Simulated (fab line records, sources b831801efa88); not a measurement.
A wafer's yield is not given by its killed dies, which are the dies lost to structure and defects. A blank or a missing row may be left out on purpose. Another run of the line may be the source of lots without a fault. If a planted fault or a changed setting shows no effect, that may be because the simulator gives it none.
Which tool was responsible? ; flow gf180mcu ; 24 lots, 72 wafers sampled, at 6 steps of a route of 602

## WHAT EACH GAUGE READ, for each wafer
GF_DNWELL_TW_MEAS_09.
lot;measured;on;DNWELL_TW
L074;day 2 19:37;film_metro-01;1365 1362 1356
L075;day 3 01:47;film_metro-03;1343 1335 1335
L076;day 3 05:11;film_metro-03;1337 1340 1338
L077;day 3 10:37;film_metro-01;1358 1361 1362
L078;day 3 16:14;film_metro-01;1357 1366 1358
L079;day 3 20:59;film_metro-04;1353 1341 1353
L080;day 4 07:04;film_metro-03;1359 1356 1349
L081;day 4 09:34;film_metro-04;1353 1364 1362
L082;day 4 13:10;film_metro-04;1351 1354 1352
L083;day 4 18:40;film_metro-01;1352 1353 1357
L084;day 5 03:54;film_metro-01;1349 1353 1350
L085;day 5 05:28;film_metro-03;1350 1350 1356
L086;day 5 10:28;film_metro-03;1346 1356 1346
L087;day 5 16:10;film_metro-01;1352 1344 1355
L088;day 5 21:49;film_metro-04;1358 1349 1345
L089;day 6 01:58;film_metro-01;1364 1369 1361
L090;day 6 07:58;film_metro-03;1357 1350 1356
L091;day 6 13:40;film_metro-04;1358 1350 1352
L092;day 6 20:01;film_metro-04;1336 1335 1325
L093;day 7 00:29;film_metro-04;1336 1341 1347
L094;day 7 05:10;film_metro-04;1355 1349 1343
L095;day 7 10:32;film_metro-03;1350 1353 1342
L096;day 7 15:25;film_metro-03;1354 1342 1350
L097;day 7 20:55;film_metro-03;1350 1346 1350

GF_V5_OVL_MEAS_15.
lot;measured;on;V5_OVL (nm)
L074;day 27 02:26;overlay-01;-5 2 -1
L075;day 27 19:41;overlay-01;-7 -9 -11
L076;day 28 02:31;overlay-01;-9 1 3
L077;day 28 08:54;overlay-01;-1 -1 -1
L078;day 28 12:20;overlay-02;4 4 1
L079;day 28 18:14;overlay-02;1 -2 1
L080;day 29 14:50;overlay-01;2 6 4
L081;day 29 16:57;overlay-02;7 6 8
L082;day 29 18:29;overlay-02;3 0 -2
L083;day 30 00:05;overlay-01;-5 -3 -1
L084;day 30 12:44;overlay-02;8 2 -1
L085;day 30 13:26;overlay-01;0 -6 -1
L086;day 31 01:41;overlay-02;3 1 0
L087;day 31 08:05;overlay-01;2 0 -3
L088;day 31 12:50;overlay-02;-6 3 -2
L089;day 31 21:26;overlay-01;-7 -13 -7
L090;day 32 03:47;overlay-01;-7 0 -1
L091;day 32 06:26;overlay-01;-4 -3 -2
L092;day 32 19:00;overlay-02;7 -3 0
L093;day 32 19:32;overlay-02;-5 -7 -1
L094;day 32 22:32;overlay-02;2 0 -4
L095;day 33 03:53;overlay-01;-6 -3 2
L096;day 33 14:45;overlay-02;2 8 1
L097;day 33 13:10;overlay-02;5 2 5

## WHICH TOOL RAN EACH LOT (tool, then ch and the chambers of the sampled wafers, then the start)
lot;GF_M3_SPUTTER_03;GF_V3_STRIP_18;GF_V4_CMP_04;GF_M5_METAL_ETCH_10
L074;pvd_sputter-04, day 20 06:47;plasma_asher-02 ch 0,1, day 22 07:43;cmp-02 ch 0,1,2, day 23 09:05;rie_metal-04 ch 0,1, day 26 04:22
L075;pvd_sputter-04, day 21 00:17;plasma_asher-02 ch 0, day 23 02:19;cmp-01 ch 1,2, day 24 03:48;rie_metal-01 ch 0,1, day 26 21:43
L076;pvd_sputter-01, day 21 09:07;plasma_asher-03 ch 0,1, day 23 09:11;cmp-01 ch 0,2,3, day 24 10:16;rie_metal-01 ch 0, day 27 05:00
L077;pvd_sputter-03, day 21 16:46;plasma_asher-03 ch 0,1, day 23 17:20;cmp-02 ch 0,1,3, day 24 17:49;rie_metal-02 ch 0,1, day 27 11:03
L078;pvd_sputter-04, day 21 21:51;plasma_asher-03 ch 0,1, day 23 21:31;cmp-02 ch 1,2, day 24 21:25;rie_metal-01 ch 0, day 27 15:02
L079;pvd_sputter-03, day 22 03:49;plasma_asher-03 ch 0,1, day 24 04:22;cmp-01 ch 0,1, day 25 04:32;rie_metal-02 ch 0,1, day 27 21:07
L080;pvd_sputter-03, day 23 02:42;plasma_asher-04 ch 0,1, day 25 01:01;cmp-01 ch 0,1,2, day 26 00:07;rie_metal-04 ch 0,1, day 28 14:54
L081;pvd_sputter-01, day 23 07:17;plasma_asher-02 ch 0,1, day 25 05:34;cmp-01 ch 0,1,2, day 26 04:49;rie_metal-02 ch 0,1, day 28 18:21
L082;pvd_sputter-01, day 23 08:40;plasma_asher-04 ch 0,1, day 25 06:26;cmp-02 ch 0,2, day 26 05:44;rie_metal-04 ch 1, day 28 19:31
L083;pvd_sputter-01, day 23 18:06;plasma_asher-04 ch 0,1, day 25 14:38;cmp-02 ch 1,3, day 26 13:44;rie_metal-02 ch 1, day 29 01:43
L084;pvd_sputter-04, day 24 09:11;plasma_asher-02 ch 0,1, day 26 05:46;cmp-02 ch 0,1,3, day 27 05:20;rie_metal-04 ch 0, day 29 16:40
L085;pvd_sputter-01, day 24 11:22;plasma_asher-04 ch 0,1, day 26 07:22;cmp-02 ch 0,1,3, day 27 06:35;rie_metal-01 ch 0,1, day 29 17:08
L086;pvd_sputter-04, day 24 19:00;plasma_asher-02 ch 0,1, day 26 15:40;cmp-02 ch 0,1,3, day 27 14:41;rie_metal-04 ch 0,1, day 30 06:24
L087;pvd_sputter-01, day 25 04:19;plasma_asher-04 ch 0,1, day 26 23:22;cmp-02 ch 0,1, day 27 22:58;rie_metal-01 ch 0,1, day 30 13:09
L088;pvd_sputter-04, day 25 11:40;plasma_asher-04 ch 0,1, day 27 07:22;cmp-02 ch 0,1,2, day 28 06:01;rie_metal-01 ch 1, day 30 17:56
L089;pvd_sputter-04, day 25 20:01;plasma_asher-04 ch 0,1, day 27 14:47;cmp-02 ch 0,1,3, day 28 18:24;rie_metal-01 ch 0,1, day 31 02:41
L090;pvd_sputter-04, day 26 04:19;plasma_asher-03 ch 0,1, day 27 22:28;cmp-02 ch 0,1,2, day 28 23:12;rie_metal-04 ch 0, day 31 08:49
L091;pvd_sputter-03, day 26 08:52;plasma_asher-04 ch 0,1, day 28 03:05;cmp-02 ch 0,1,2, day 29 01:54;rie_metal-01 ch 0,1, day 31 11:56
L092;pvd_sputter-04, day 26 20:16;plasma_asher-04 ch 0,1, day 28 13:52;cmp-01 ch 1,3, day 29 15:30;rie_metal-02 ch 0,1, day 32 01:01
L093;pvd_sputter-03, day 26 21:12;plasma_asher-02 ch 1, day 28 14:40;cmp-01 ch 0,1,3, day 29 16:13;rie_metal-04 ch 0,1, day 32 01:21
L094;pvd_sputter-04, day 27 06:06;plasma_asher-03 ch 0,1, day 28 21:04;cmp-01 ch 0,2, day 29 20:43;rie_metal-01 ch 0,1, day 32 05:02
L095;pvd_sputter-04, day 27 10:02;plasma_asher-02 ch 0,1, day 29 06:22;cmp-01 ch 0,2,3, day 30 03:44;rie_metal-01 ch 0,1, day 32 10:23
L096;pvd_sputter-03, day 27 21:34;plasma_asher-04 ch 0,1, day 29 16:54;cmp-01 ch 1,2,3, day 30 14:26;rie_metal-04 ch 0,1, day 32 21:28
L097;pvd_sputter-01, day 27 22:31;plasma_asher-03 ch 0,1, day 29 16:55;cmp-01 ch 0,2,3, day 30 13:50;rie_metal-01 ch 0,1, day 32 19:25
- GF_M3_SPUTTER_03: material Ti, target thk 10 nm, time 6.7 s.
- GF_V3_STRIP_18: strips in O2/N2.
- GF_V4_CMP_04: polishes SiO2.
- GF_M5_METAL_ETCH_10: etches the open film in Cl2/BCl3, stops on SiO2, target depth 750.8 nm, time 125.1 s.

## WHAT THE TOOLS THEMSELVES READ (means of the sampled wafers that have a number; where no wafer has one, the mark that the record gives instead)
GF_M3_SPUTTER_03.
lot;tool;chamber_pressure_pa (Pa);throttle_valve_pct (%)
L074;pvd_sputter-04;0.3004;29.9
L075;pvd_sputter-04;0.2997;30.7
L076;pvd_sputter-01;0.3005;30.4
L077;pvd_sputter-03;0.2998;29.5
L078;pvd_sputter-04;0.2998;30.3
L079;pvd_sputter-03;0.3003;29.8
L080;pvd_sputter-03;0.3004;29.4
L081;pvd_sputter-01;0.2997;30.5
L082;pvd_sputter-01;0.2994;30.3
L083;pvd_sputter-01;0.3002;30.5
L084;pvd_sputter-04;0.3000;31.0
L085;pvd_sputter-01;0.3000;29.6
L086;pvd_sputter-04;0.2998;30.3
L087;pvd_sputter-01;0.3006;29.8
L088;pvd_sputter-04;0.3009;30.5
L089;pvd_sputter-04;0.3001;30.0
L090;pvd_sputter-04;0.3001;30.6
L091;pvd_sputter-03;0.2997;30.4
L092;pvd_sputter-04;0.3003;30.3
L093;pvd_sputter-03;0.2995;30.6
L094;pvd_sputter-04;0.3002;30.5
L095;pvd_sputter-04;0.3009;30.6
L096;pvd_sputter-03;0.3001;30.4
L097;pvd_sputter-01;0.2996;30.5

GF_V3_STRIP_18.
lot;tool;drypump_motor_current_A (A);heater_power_w (W);oes_product_au (a.u.);platen_temp_c (C)
L074;plasma_asher-02;5.63;342;0.592;250.04
L075;plasma_asher-02;5.52;341;0.592;250.03
L076;plasma_asher-03;5.70;359;0.597;249.95
L077;plasma_asher-03;5.69;356;0.592;249.96
L078;plasma_asher-03;5.72;364;0.589;249.96
L079;plasma_asher-03;5.70;345;0.592;249.73
L080;plasma_asher-04;5.76;348;0.592;249.97
L081;plasma_asher-02;5.62;338;0.592;249.94
L082;plasma_asher-04;5.81;350;0.594;249.86
L083;plasma_asher-04;5.77;345;0.592;250.03
L084;plasma_asher-02;5.70;346;0.594;250.19
L085;plasma_asher-04;5.81;355;0.598;250.28
L086;plasma_asher-02;5.71;349;0.595;249.95
L087;plasma_asher-04;5.81;352;0.589;250.09
L088;plasma_asher-04;5.82;345;0.591;250.07
L089;plasma_asher-04;5.78;352;0.589;249.97
L090;plasma_asher-03;5.72;355;0.592;249.87
L091;plasma_asher-04;5.80;347;0.594;250.23
L092;plasma_asher-04;5.76;345;0.596;250.13
L093;plasma_asher-02;5.78;352;0.593;250.11
L094;plasma_asher-03;5.71;346;0.597;250.00
L095;plasma_asher-02;5.62;340;0.592;249.94
L096;plasma_asher-04;5.75;343;0.591;249.80
L097;plasma_asher-03;5.70;358;0.591;249.87

GF_V4_CMP_04.
lot;tool;motor_current_A (A);platen_rpm (rpm);time_to_endpoint_s (s)
L074;cmp-02;13.5;59.99;76
L075;cmp-01;11.7;59.97;91
L076;cmp-01;12.1;60.00;78
L077;cmp-02;12.5;59.99;79
L078;cmp-02;14.1;59.99;81
L079;cmp-01;13.0;60.03;76
L080;cmp-01;12.7;59.99;74
L081;cmp-01;12.3;60.00;71
L082;cmp-02;12.9;59.96;77
L083;cmp-02;13.7;60.00;78
L084;cmp-02;12.5;60.02;83
L085;cmp-02;12.9;60.02;73
L086;cmp-02;13.1;60.03;83
L087;cmp-02;13.1;59.98;84
L088;cmp-02;13.3;60.04;80
L089;cmp-02;12.8;60.00;74
L090;cmp-02;13.5;59.97;75
L091;cmp-02;13.4;60.04;77
L092;cmp-01;12.8;59.99;77
L093;cmp-01;12.7;60.00;76
L094;cmp-01;12.0;60.02;74
L095;cmp-01;11.7;60.02;77
L096;cmp-01;12.1;59.97;80
L097;cmp-01;12.0;59.99;73

GF_M5_METAL_ETCH_10.
lot;tool;drypump_motor_current_A (A);oes_product_au (a.u.);throttle_valve_pct (%)
L074;rie_metal-04;6.3;0.984;28.230
L075;rie_metal-01;5.7;0.985;28.235
L076;rie_metal-01;5.4;0.985;28.232
L077;rie_metal-02;5.3;0.992;28.230
L078;rie_metal-01;5.5;0.985;28.234
L079;rie_metal-02;5.3;0.993;28.221
L080;rie_metal-04;6.1;0.987;28.234
L081;rie_metal-02;5.5;0.991;28.232
L082;rie_metal-04;6.5;0.991;28.234
L083;rie_metal-02;5.1;0.997;28.226
L084;rie_metal-04;5.9;0.986;28.229
L085;rie_metal-01;5.6;0.986;28.241
L086;rie_metal-04;6.3;0.984;28.236
L087;rie_metal-01;5.7;0.985;28.223
L088;rie_metal-01;5.8;0.989;28.228
L089;rie_metal-01;5.7;0.994;28.228
L090;rie_metal-04;5.9;0.985;28.230
L091;rie_metal-01;5.7;0.984;28.240
L092;rie_metal-02;5.6;0.991;28.221
L093;rie_metal-04;6.1;0.990;28.227
L094;rie_metal-01;5.7;0.992;28.229
L095;rie_metal-01;5.6;0.987;28.226
L096;rie_metal-04;6.3;0.990;28.229
L097;rie_metal-01;5.6;0.988;28.230

## THE ANSWER, worked out from the rows above alone
Rule: the lots themselves supply what counts as usual. Put in order of their means at a reading, lots are off if they are a third of the lots or fewer, leave a main group of 4 or more, and stand apart from it by a gap of 3 or more times the standard deviation of the main group's means; of several such gaps the widest counts. A main group is skipped when, at the precision printed for the reading in the tables above, its means are all equal. A lot without any number at a reading at which 4 lots or more have one is off too. The other lots that the step has rows for count as sound. Order of review: gauges by route order, followed by the tools' own readings, for which a lot's mean as printed above is used. At the first step where some lot is off, the reading lying furthest off is the one used; lots without a number count as furthest.
No lot is off on any of the readings shown, so nothing can be concluded from this.

## WHAT THE SIMULATOR HAD INSERTED
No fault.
